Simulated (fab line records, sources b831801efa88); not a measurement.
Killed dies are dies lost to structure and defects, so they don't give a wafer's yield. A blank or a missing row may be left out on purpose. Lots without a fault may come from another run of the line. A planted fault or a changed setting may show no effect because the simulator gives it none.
Which tool did it? | flow gf180mcu | 12 lots, 36 wafers sampled, at 4 steps of a route of 602

WHAT THE GAUGES READ, wafer by wafer
GF_V5_THK_MEAS_03. Usual: V5_CVD_02_THK 1453 nm, standard deviation 20.
lot  | measured     | on            | V5_CVD_02_THK (nm) | flag
L392 | day 26 20:58 | film_metro-01 | 1428 1463 1483     |
L393 | day 27 03:22 | film_metro-02 | 1458 1453 1464     |
L402 | day 30 00:31 | film_metro-01 | 1449 1470 1443     |
L403 | day 30 07:04 | film_metro-02 | 1419 1448 1438     |
L404 | day 30 14:51 | film_metro-01 | 1424 1430 1470     |
L405 | day 31 05:54 | film_metro-03 | 1454 1439 1463     |
L408 | day 31 17:56 | film_metro-01 | 1426 1418 1438     |
L409 | day 31 23:43 | film_metro-03 | 1460 1461 1469     |
L410 | day 32 06:24 | film_metro-03 | 1457 1437 1467     |

WHICH TOOL RAN EACH LOT (tool, then ch and the chambers of the sampled wafers, then the start)
lot  | GF_MIM_SPUTTER_04            | GF_M5_ETCH_09                      | GF_M5_STRIP_11
L392 | pvd_sputter-01, day 25 01:50 | rie_diel-03 ch 2,3, day 26 20:03   | plasma_asher-01 ch 0,1, day 26 20:13
L393 | pvd_sputter-03, day 25 07:37 | rie_diel-03 ch 2,3, day 27 02:27   | plasma_asher-01 ch 0,1, day 27 02:36
L394 | pvd_sputter-02, day 26 00:22 | rie_diel-03 ch 1,2,3, day 27 19:01 | plasma_asher-03 ch 0,1, day 27 19:10
L395 | pvd_sputter-03, day 26 04:16 | rie_diel-04 ch 0,1,2, day 27 22:42 | plasma_asher-01 ch 0,1, day 27 22:51
L396 | pvd_sputter-03, day 26 11:25 | rie_diel-02 ch 0,2, day 28 05:12   | plasma_asher-01 ch 0,1, day 28 05:22
L402 | pvd_sputter-01, day 28 09:04 | rie_diel-04 ch 0,3, day 29 23:36   | plasma_asher-01 ch 0,1, day 29 23:45
L403 | pvd_sputter-03, day 28 15:44 | rie_diel-04 ch 0,3, day 30 06:09   | plasma_asher-01 ch 0,1, day 30 06:18
L404 | pvd_sputter-01, day 29 00:14 | rie_diel-04 ch 2,3, day 30 13:57   | plasma_asher-04 ch 0, day 30 14:07
L405 | pvd_sputter-02, day 29 16:25 | rie_diel-03 ch 1,2, day 31 05:00   | plasma_asher-03 ch 0,1, day 31 05:09
L408 | pvd_sputter-02, day 30 05:01 | rie_diel-02 ch 0,1,2, day 31 16:54 | plasma_asher-03 ch 0,1, day 31 17:11
L409 | pvd_sputter-02, day 30 12:16 | rie_diel-03 ch 2,3, day 31 22:48   | plasma_asher-03 ch 0,1, day 31 22:58
L410 | pvd_sputter-02, day 30 18:46 | rie_diel-03 ch 0,1,2, day 32 05:30 | plasma_asher-03 ch 0,1, day 32 05:39
- GF_MIM_SPUTTER_04: material TiN, target thk 50 nm, time 41.7 s.
- GF_M5_ETCH_09: etches Si3N4 in CF4/O2, target depth 52 nm, time 11.6 s.
- GF_M5_STRIP_11: strips in O2/N2.

WHAT THE TOOLS THEMSELVES READ (means of the sampled wafers that have a number; where no wafer has one, the mark that the record gives instead)
GF_MIM_SPUTTER_04. Usual: throttle_valve_pct 30.0 %, standard deviation 1.2.
lot  | tool           | throttle_valve_pct (%) | flag
L392 | pvd_sputter-01 | 30.3                   |
L393 | pvd_sputter-03 | 29.5                   |
L394 | pvd_sputter-02 | 30.6                   |
L395 | pvd_sputter-03 | 28.6                   |
L396 | pvd_sputter-03 | 29.3                   |
L402 | pvd_sputter-01 | 29.9                   |
L403 | pvd_sputter-03 | 29.3                   |
L404 | pvd_sputter-01 | 30.1                   |
L405 | pvd_sputter-02 | 30.4                   |
L408 | pvd_sputter-02 | 29.7                   |
L409 | pvd_sputter-02 | 29.2                   |
L410 | pvd_sputter-02 | 31.4                   |

GF_M5_ETCH_09. Usual: O2_flow_sccm 10.00 sccm, standard deviation 0.03; bias_w 150.0 W, standard deviation 0.46; drypump_motor_current_A 5.6 A, standard deviation 0.4; oes_product_au 0.999 a.u., standard deviation 0.015; throttle_valve_pct 5.970 %, standard deviation 0.0099.
lot  | tool        | O2_flow_sccm (sccm) | bias_w (W) | drypump_motor_current_A (A) | oes_product_au (a.u.) | throttle_valve_pct (%) | flag
L392 | rie_diel-03 | 10.01               | 149.9      | 5.4                         | 1.009                 | 5.972                  |
L393 | rie_diel-03 | 10.03               | 150.6      | 5.4                         | 1.000                 | 5.971                  |
L394 | rie_diel-03 | -                   | -          | -                           | -                     | -                      | OFF
L395 | rie_diel-04 | -                   | -          | -                           | -                     | -                      | OFF
L396 | rie_diel-02 | -                   | -          | -                           | -                     | -                      | OFF
L402 | rie_diel-04 | 10.00               | 150.2      | 5.4                         | 0.991                 | 5.974                  |
L403 | rie_diel-04 | 10.00               | 149.8      | 5.4                         | 0.986                 | 5.971                  |
L404 | rie_diel-04 | 9.99                | 150.1      | 5.8                         | 0.988                 | 5.963                  |
L405 | rie_diel-03 | 10.03               | 150.3      | 5.5                         | 0.996                 | 5.965                  |
L408 | rie_diel-02 | 10.00               | 149.9      | 5.2                         | 0.994                 | 5.969                  |
L409 | rie_diel-03 | 10.02               | 150.4      | 5.3                         | 1.010                 | 5.965                  |
L410 | rie_diel-03 | 9.99                | 149.9      | 5.7                         | 0.999                 | 5.969                  |

GF_M5_STRIP_11. Usual: drypump_motor_current_A 6.22 A, standard deviation 0.27; heater_power_w 312 W, standard deviation 46; oes_product_au 0.525 a.u., standard deviation 0.0058; strip_time_to_endpoint_s 7.08 s, standard deviation 0.074.
lot  | tool            | drypump_motor_current_A (A) | heater_power_w (W) | oes_product_au (a.u.) | strip_time_to_endpoint_s (s) | flag
L392 | plasma_asher-01 | 6.11                        | 296                | 0.522                 | 7.04                         |
L393 | plasma_asher-01 | 6.10                        | 313                | 0.522                 | 7.05                         |
L394 | plasma_asher-03 | 6.48                        | 292                | 0.539                 | 7.37                         | OFF
L395 | plasma_asher-01 | 6.10                        | 290                | 0.538                 | 7.37                         | OFF
L396 | plasma_asher-01 | 6.10                        | 296                | 0.544                 | 7.48                         | OFF
L402 | plasma_asher-01 | 6.11                        | 296                | 0.523                 | 7.15                         |
L403 | plasma_asher-01 | 6.10                        | 295                | 0.520                 | 6.99                         |
L404 | plasma_asher-04 | 5.80                        | 435                | 0.522                 | 7.13                         |
L405 | plasma_asher-03 | 6.54                        | 296                | 0.523                 | 7.05                         |
L408 | plasma_asher-03 | 6.46                        | 291                | 0.528                 | 7.11                         |
L409 | plasma_asher-03 | 6.49                        | 289                | 0.522                 | 6.97                         |
L410 | plasma_asher-03 | 6.45                        | 296                | 0.520                 | 7.00                         |

THE ANSWER, worked out from the rows above alone
Rule: a lot is off if the mean of its wafers that have a number lies more than 3 standard deviations from the usual mean. A lot without any number at a reading at which 4 lots or more have one is off too. The other lots that the step has rows for count as sound. The gauges are gone through in route order, then the tools' own readings, and for those a lot's mean is taken as printed above. The first step at which some lot is off is used, and at that step the reading that is off furthest; a lot without a number counts as furthest.
Off: L394, L395, L396, at GF_M5_ETCH_09 (O2_flow_sccm). Without a number there: L394, L395, L396.
A tool fits if, at that step or a process step before it, it ran every lot that is off, and no sound lot after the first of them. None of those tried fits.

WHAT THE SIMULATOR HAD PUT IN
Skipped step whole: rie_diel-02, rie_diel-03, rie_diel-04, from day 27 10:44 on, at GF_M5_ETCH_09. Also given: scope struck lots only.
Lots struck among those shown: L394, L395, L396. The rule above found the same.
